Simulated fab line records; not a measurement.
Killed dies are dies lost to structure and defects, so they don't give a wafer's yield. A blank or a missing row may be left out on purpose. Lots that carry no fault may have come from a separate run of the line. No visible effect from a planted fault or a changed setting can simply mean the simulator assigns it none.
fab line records -- flow sky130 -- part 2 of 2: steps 22 to 31 of 31
record: lots: 5, wafers: 15, last_day: 48
route steps=708 shown VT_ADJUST_HVTR@135 VT_ADJUST_PCH@143 SONOS_TUNNEL@154
lots that met no fault: taken from a fault-free run of the same line
start_h: hours from the record's first day to the start of the lot's first wafer shown -- wait_h: hours since the lot's step before -- " repeats the value in the row above -- L1.1+2: a single row standing in for several wafers -- - value missing, or start not given -- * or withheld: withheld -- < > ~ a bound
route shown NAME@n: a module of which the file shows steps, and the number in the route of the first -- usual: average and standard deviation across the fault-free wafers -- same: alike in all rows -- chamber/n: place in a boat -- sites: readings site by site -- _std_site: the standard deviation of these -- _edge_site: inner sites' mean taken away from outer sites' mean -- radius_mm: how far each site lies from the wafer's centre -- mask NAME#n: copy n -- behind: the tool/chamber that last shaped the wafer -- hold: why the lot went on hold/how many hours it stayed there/how the hold came to an end -- device: whichever transistor did not switch (one of n, p or np) -- end of line: the same wafers' tests at the end of the route -- for a step that has no rows: nothing shown but its recipe -- killed: dies that structure and defects cost at the first sort, which is not the same as the wafer's yield -- map: the dies of a wafer, with x for killed, . for not killed, _ for no die there
set.NAME: the setting the step ran with; set.NAME@STEP: the setting that earlier step ran with -- model.NAME: the simulator's own value behind a step, which no gauge read
certain route steps with their lots: each step a table, each wafer a row
services: the hour from which a tool's chamber was out of use, counted from the record's first day as start_h (under 0 if before that day), plus the number of hours and why
== steps ==
step: SKY_SONOS_TUNNEL_COAT_02
recipe: resist: NOVOLAK, spin_rpm: 3000, resist_thk_nm: 1140
usual: chill_plate_temp_C: 23.01/0.11, exhaust_pa: 45.2/0.78, spin_speed_rpm: 3000.1/2.3
lot.wafer,tool,chamber,start_h,wait_h,chill_plate_temp_C,exhaust_pa,spin_speed_rpm
L074.1,litho_track-03,0,239.09,0.1,23.06,44.6,3002.2
L074.4,litho_track-03,0,239.09,0.1,22.93,43.3,2996.9
L074.5,litho_track-03,0,239.09,0.1,22.94,45.5,2999.0
L083.4,litho_track-03,0,306.62,0.1,22.92,46.0,3005.7
L083.5,litho_track-03,0,306.62,0.1,22.93,45.5,2998.2
L083.6,litho_track-03,0,306.62,0.1,23.09,46.1,2998.9
L084.1,litho_track-01,0,322.46,0.1,22.95,45.6,2998.4
L084.2,litho_track-01,0,322.46,0.1,23.11,44.0,3000.3
L084.3,litho_track-01,0,322.46,0.1,23.16,45.3,3002.0
L086.1,litho_track-02,0,330.45,0.1,23.19,44.1,3001.4
L086.2,litho_track-02,0,330.45,0.1,23.14,43.8,2999.1
L086.4,litho_track-02,0,330.45,0.1,23.15,44.9,3002.1
L087.1,litho_track-01,0,335.36,0.1,23.14,45.5,3000.6
L087.4,litho_track-01,0,335.36,0.1,22.82,45.1,3002.5
L087.5,litho_track-01,0,335.36,0.1,23.02,45.8,2999.5
step: SKY_SONOS_TUNNEL_SOFTBAKE_03
recipe: temp_c: 90, time_s: 60, resist: NOVOLAK
usual: chill_plate_temp_C: 22.99/0.093, exhaust_pa: 45.1/0.94
lot.wafer,tool,chamber,start_h,wait_h,chill_plate_temp_C,exhaust_pa
L074.1,litho_track-03,0,239.24,0.1,23.13,44.0
L074.4,litho_track-03,0,239.24,0.1,23.12,43.9
L074.5,litho_track-03,0,239.24,0.1,23.02,45.2
L083.4,litho_track-03,0,306.77,0.1,23.21,44.2
L083.5,litho_track-03,0,306.77,0.1,23.03,45.4
L083.6,litho_track-03,0,306.77,0.1,23.02,44.6
L084.1,litho_track-01,0,322.61,0.1,23.00,46.1
L084.2,litho_track-01,0,322.61,0.1,23.01,45.5
L084.3,litho_track-01,0,322.61,0.1,23.05,45.5
L086.1,litho_track-02,0,330.60,0.1,22.95,45.2
L086.2,litho_track-02,0,330.60,0.1,22.94,45.2
L086.4,litho_track-02,0,330.60,0.1,23.09,44.1
L087.1,litho_track-01,0,335.51,0.1,22.92,46.5
L087.4,litho_track-01,0,335.51,0.1,23.07,46.2
L087.5,litho_track-01,0,335.51,0.1,22.91,46.6
step: SKY_SONOS_TUNNEL_EXPOSE_04
recipe: mask_id: TUNM, na: 0.6, source_shape: conventional, sigma_outer: 0.6, polarization: unpolarized, target_cd_nm: 410, dose_mj: 133.3
usual: exposure_dose_mJ_cm2: 136.00/0.13, focus_offset_nm: -0.1/0.49
lot.wafer,tool,chamber,start_h,wait_h,mask,exposure_dose_mJ_cm2,focus_offset_nm
L074.1,iline_stepper-01,0,-,-,TUNM#0,136.04,0.0
L074.4,iline_stepper-01,0,-,-,TUNM#0,135.96,0.4
L074.5,iline_stepper-01,0,-,-,TUNM#0,136.09,0.5
L083.4,iline_stepper-01,0,-,-,TUNM#0,136.07,-0.4
L083.5,iline_stepper-01,0,-,-,TUNM#0,136.03,-0.6
L083.6,iline_stepper-01,0,-,-,TUNM#0,135.91,-0.2
L084.1,iline_stepper-02,0,-,-,TUNM#0,136.00,0.0
L084.2,iline_stepper-02,0,-,-,TUNM#0,135.90,-0.2
L084.3,iline_stepper-02,0,-,-,TUNM#0,135.85,0.3
L086.1,iline_stepper-02,0,-,-,TUNM#0,136.00,-0.1
L086.2,iline_stepper-02,0,-,-,TUNM#0,136.16,-1.2
L086.4,iline_stepper-02,0,-,-,TUNM#0,135.97,-1.1
L087.1,iline_stepper-02,0,-,-,TUNM#0,135.99,0.3
L087.4,iline_stepper-02,0,-,-,TUNM#0,135.92,-0.2
L087.5,iline_stepper-02,0,-,-,TUNM#0,135.84,-0.3
step: SKY_SONOS_TUNNEL_PEB_05
recipe: temp_c: withheld, time_s: *, resist: NOVOLAK
usual: chill_plate_temp_C: *, exhaust_pa: 45.1/0.89
lot.wafer,tool,chamber,start_h,wait_h,chill_plate_temp_C,exhaust_pa
L074.1,litho_track-03,0,-,-,*,46.6
L074.4,litho_track-03,0,-,-,*,46.1
L074.5,litho_track-03,0,-,-,*,44.5
L083.4,litho_track-02,0,-,-,*,45.0
L083.5,litho_track-02,0,-,-,*,44.6
L083.6,litho_track-02,0,-,-,*,45.2
L084.1,litho_track-02,0,-,-,*,46.7
L084.2,litho_track-02,0,-,-,*,45.9
L084.3,litho_track-02,0,-,-,*,45.9
L086.1,litho_track-03,0,-,-,*,43.5
L086.2,litho_track-03,0,-,-,*,46.7
L086.4,litho_track-03,0,-,-,*,44.4
L087.1,litho_track-02,0,-,-,*,46.5
L087.4,litho_track-02,0,-,-,*,45.8
L087.5,litho_track-02,0,-,-,*,46.4
step: SKY_SONOS_TUNNEL_DEVELOP_06
recipe: resist: NOVOLAK, developer: TMAH, develop_time_s: 60, dev_temp_c: 23
usual: chill_plate_temp_C: 23.00/0.11, exhaust_pa: 45.1/1.1
lot.wafer,tool,chamber,start_h,wait_h,chill_plate_temp_C,exhaust_pa
L074.1,litho_track-03,0,250.19,0.1,23.15,45.9
L074.4,litho_track-03,0,250.19,0.1,23.11,45.7
L074.5,litho_track-03,0,250.19,0.1,23.12,44.0
L083.4,litho_track-02,0,319.53,0.1,22.88,47.6
L083.5,litho_track-02,0,319.53,0.1,22.84,48.3
L083.6,litho_track-02,0,319.53,0.1,22.96,46.7
L084.1,litho_track-02,0,335.45,0.1,22.91,43.5
L084.2,litho_track-02,0,335.45,0.1,23.06,44.8
L084.3,litho_track-02,0,335.45,0.1,22.94,44.6
L086.1,litho_track-03,0,344.44,0.1,22.99,46.6
L086.2,litho_track-03,0,344.44,0.1,23.17,44.7
L086.4,litho_track-03,0,344.44,0.1,23.13,44.7
L087.1,litho_track-02,0,349.25,0.1,22.99,44.2
L087.4,litho_track-02,0,349.25,0.1,23.05,45.2
L087.5,litho_track-02,0,349.25,0.1,23.15,44.5
step: SKY_SONOS_TUNNEL_CD_MEAS_07
recipe: target_cd_nm: 410
usual: cd_nm: 409.9/2
lot.wafer,tool,chamber,start_h,wait_h,cd_nm
L074.1,cd_sem-01,-,250.34,0.1,409.0
L074.4,cd_sem-01,-,250.34,0.1,411.2
L074.5,cd_sem-01,-,250.34,0.1,410.6
L083.4,cd_sem-01,-,319.66,0.1,405.5
L083.5,cd_sem-01,-,319.66,0.1,409.9
L083.6,cd_sem-01,-,319.66,0.1,408.0
L084.1,cd_sem-02,-,335.60,0.1,412.7
L084.2,cd_sem-02,-,335.60,0.1,412.9
L084.3,cd_sem-02,-,335.60,0.1,413.9
L086.1,cd_sem-02,-,344.59,0.1,406.8
L086.2,cd_sem-02,-,344.59,0.1,406.5
L086.4,cd_sem-02,-,344.59,0.1,406.8
L087.1,cd_sem-02,-,349.40,0.1,410.9
L087.4,cd_sem-02,-,349.40,0.1,412.0
L087.5,cd_sem-02,-,349.40,0.1,408.8
step: SKY_SONOS_TUNNEL_OVL_MEAS_08
usual: SONOS_TUNNEL_OVL: -0.1/1.2
lot.wafer,tool,chamber,start_h,wait_h,SONOS_TUNNEL_OVL[nm]
L074.1,overlay-02,-,250.46,0.1,1.6
L074.4,overlay-02,-,250.46,0.1,1.7
L074.5,overlay-02,-,250.46,0.1,1.4
L083.4,overlay-02,-,319.74,0.1,1.3
L083.5,overlay-02,-,319.74,0.1,1.2
L083.6,overlay-02,-,319.74,0.1,1.2
L084.1,overlay-02,-,335.72,0.1,2.2
L084.2,overlay-02,-,335.72,0.1,2.2
L084.3,overlay-02,-,335.72,0.1,1.2
L086.1,overlay-02,-,344.71,0.1,-0.1
L086.2,overlay-02,-,344.71,0.1,-0.6
L086.4,overlay-02,-,344.71,0.1,1.3
L087.1,overlay-02,-,349.52,0.1,-1.9
L087.4,overlay-02,-,349.52,0.1,-0.5
L087.5,overlay-02,-,349.52,0.1,-3.1
step: SKY_SONOS_TUNNEL_IMPLANT_09
recipe: species: B, energy_kev: 20, dose_cm2: 1e+12, tilt_deg: withheld
usual: end_station_pressure_torr: 5.02e-06/2.8e-07
lot.wafer,tool,chamber,start_h,wait_h,end_station_pressure_torr
L074.1,implanter-02,0,250.50,0.0,4.78e-06
L074.4,implanter-02,0,250.50,0.0,4.93e-06
L074.5,implanter-02,0,250.50,0.0,5.66e-06
L083.4,implanter-02,0,319.83,0.1,4.92e-06
L083.5,implanter-02,0,319.83,0.1,4.94e-06
L083.6,implanter-02,0,319.83,0.1,5.03e-06
L084.1,implanter-03,0,335.76,0.0,5.42e-06
L084.2,implanter-03,0,335.76,0.0,5.2e-06
L084.3,implanter-03,0,335.76,0.0,5.15e-06
L086.1,implanter-03,0,344.75,0.0,4.87e-06
L086.2,implanter-03,0,344.75,0.0,5.26e-06
L086.4,implanter-03,0,344.75,0.0,4.83e-06
L087.1,implanter-02,0,349.73,0.2,4.89e-06
L087.4,implanter-02,0,349.73,0.2,4.97e-06
L087.5,implanter-02,0,349.73,0.2,5.28e-06
step: SKY_SONOS_TUNNEL_WET_ETCH_10
recipe: chemistry: dHF, target_depth_nm: 14, target: SiO2, dilution: 100:1, temp_c: 25, time_s: 280
lot.wafer,tool,chamber,start_h,wait_h
L074.1+4+5,wet_bench-01,3,250.65,0.1
L083.4+5+6,wet_bench-04,3,319.91,0.1
L084.1+2+3,wet_bench-03,2,335.91,0.1
L086.1+2+4,wet_bench-03,1,344.90,0.1
L087.1+4+5,wet_bench-03,1,349.88,0.1
step: SKY_SONOS_TUNNEL_STRIP_11
recipe: chemistry: SPM, time_s: 600, temp_c: 130
lot.wafer,tool,chamber,start_h,wait_h
L074.1+4+5,wet_bench-04,3,250.73,0.0
L083.4+5+6,wet_bench-01,1,319.99,0.0
L084.1+2+3,wet_bench-01,2,335.99,0.0
L086.1+2+4,wet_bench-01,1,344.98,0.0
L087.1+4+5,wet_bench-01,3,349.97,0.0
== services ==
tool,chamber,start_h,hours,kind
plasma_asher-02,-,193.56,0.6,repair
plasma_asher-04,-,201.56,1.4,repair
plasma_asher-04,-,205.25,5.7,repair
implanter-01,-,226.49,2.2,repair
iline_stepper-02,-,227.56,1.7,pm
implanter-03,-,233.18,3.6,repair
wet_bench-04,-,246.28,4.4,pm
plasma_asher-03,-,260.79,0.9,repair
iline_stepper-01,-,273.31,11.3,repair
implanter-02,-,286.46,3.3,pm
iline_stepper-01,-,288.54,1.7,pm
implanter-03,-,298.80,1.7,repair
plasma_asher-03,-,307.75,2.1,repair
implanter-01,-,331.70,5.9,pm
implanter-01,-,345.81,3.9,pm
